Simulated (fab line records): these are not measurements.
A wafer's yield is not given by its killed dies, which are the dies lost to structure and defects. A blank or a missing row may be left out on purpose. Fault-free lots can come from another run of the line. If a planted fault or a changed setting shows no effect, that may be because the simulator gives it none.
Which of the tools did it? | flow gf180mcu | 11 lots, 33 wafers sampled, at 5 steps of a route of 602

## WHAT EACH GAUGE READ, for each wafer
GF_V3_BOW_MEAS_05.
lot  | measured     | on            | V3_BOW (um)
L275 | day 22 22:37 | film metro-03 | 106 117 112
L276 | day 23 15:20 | film metro-03 | 112 121 122
L278 | day 24 04:33 | film metro-01 | 117 114 127
L279 | day 24 08:35 | film metro-03 | 113 112 118
L282 | day 25 11:04 | film metro-01 | 121 120 130
L286 | day 26 10:23 | film metro-03 | 121 122 125
L289 | day 27 15:11 | film metro-03 | 116 116 116
L290 | day 27 18:23 | film metro-03 | 109 107 115
L291 | day 28 03:14 | film metro-02 | 116 121 113
L292 | day 28 10:04 | film metro-01 | 118 120 112
L294 | day 28 21:42 | film metro-03 | 118 116 106

## TOOL THAT RAN EACH LOT (tool first, then ch and the chambers of the sampled wafers, then the start)
lot  | GF_V2_STRIP_18                       | GF_M3_SPUTTER_03             | GF_M3_METAL_ETCH_16               | GF_M3_STRIP_17
L275 | plasma asher-02 ch 0,1, day 21 20:09 | pvd sputter-01, day 21 21:31 | rie metal-02 ch 0,1, day 22 21:24 | plasma asher-02 ch 0,1, day 22 21:31
L276 | plasma asher-01 ch 0,1, day 22 13:39 | pvd sputter-01, day 22 15:01 | rie metal-04 ch 0,1, day 23 14:05 | plasma asher-03 ch 0,1, day 23 14:11
L278 | plasma asher-03 ch 1, day 23 02:20   | pvd sputter-04, day 23 04:07 | rie metal-04 ch 1, day 24 03:13   | plasma asher-04 ch 0,1, day 24 03:24
L279 | plasma asher-03 ch 0,1, day 23 07:03 | pvd sputter-04, day 23 08:38 | rie metal-04 ch 1, day 24 07:17   | plasma asher-04 ch 0,1, day 24 07:28
L282 | plasma asher-02 ch 0,1, day 24 11:10 | pvd sputter-01, day 24 12:34 | rie metal-04 ch 0,1, day 25 09:51 | plasma asher-03 ch 0,1, day 25 09:58
L286 | plasma asher-02 ch 0,1, day 25 11:32 | pvd sputter-01, day 25 12:55 | rie metal-02 ch 0,1, day 26 09:10 | plasma asher-03 ch 0,1, day 26 09:16
L289 | plasma asher-02 ch 1, day 26 15:22   | pvd sputter-01, day 26 16:45 | rie metal-02 ch 1, day 27 13:21   | plasma asher-03 ch 1, day 27 13:32
L290 | plasma asher-02 ch 1, day 26 20:02   | pvd sputter-04, day 26 21:26 | rie metal-01 ch 0,1, day 27 17:08 | plasma asher-04 ch 0,1, day 27 17:15
L291 | plasma asher-01 ch 0,1, day 27 04:34 | pvd sputter-04, day 27 05:57 | rie metal-02 ch 0,1, day 28 02:00 | plasma asher-03 ch 1, day 28 02:07
L292 | plasma asher-03 ch 0,1, day 27 11:46 | pvd sputter-01, day 27 13:08 | rie metal-04 ch 0,1, day 28 08:40 | plasma asher-04 ch 0,1, day 28 08:47
L294 | plasma asher-03 ch 0,1, day 27 23:26 | pvd sputter-03, day 28 00:50 | rie metal-01 ch 0,1, day 28 20:24 | plasma asher-03 ch 0,1, day 28 20:31
- GF_V2_STRIP_18: strips in O2/N2.
- GF_M3_SPUTTER_03: material Ti, target thk 10 nm, time 6.7 s.
- GF_M3_METAL_ETCH_16: etches the open film in Cl2/BCl3, stops on SiO2, target depth 627.5 nm, time 104.6 s.
- GF_M3_STRIP_17: strips in O2/N2.

## THE ANSWER, worked out from the rows above alone
Rule: the lots themselves supply what counts as usual. Put in order of their means at a reading, lots are off if they are a third of the lots or fewer, leave a main group of 4 or more, and stand apart from it by a gap of 3 or more times the standard deviation of the main group's means; of several such gaps the widest counts. Not used: any main group whose means are identical at the precision the tables above print for the reading. A lot without any number at a reading at which 4 lots or more have one is off too. Where the step has rows for the other lots, those lots are counted as sound.
No lot is off at any reading shown: from this, nothing can be told.

## WHAT THE SIMULATOR HAD INSERTED
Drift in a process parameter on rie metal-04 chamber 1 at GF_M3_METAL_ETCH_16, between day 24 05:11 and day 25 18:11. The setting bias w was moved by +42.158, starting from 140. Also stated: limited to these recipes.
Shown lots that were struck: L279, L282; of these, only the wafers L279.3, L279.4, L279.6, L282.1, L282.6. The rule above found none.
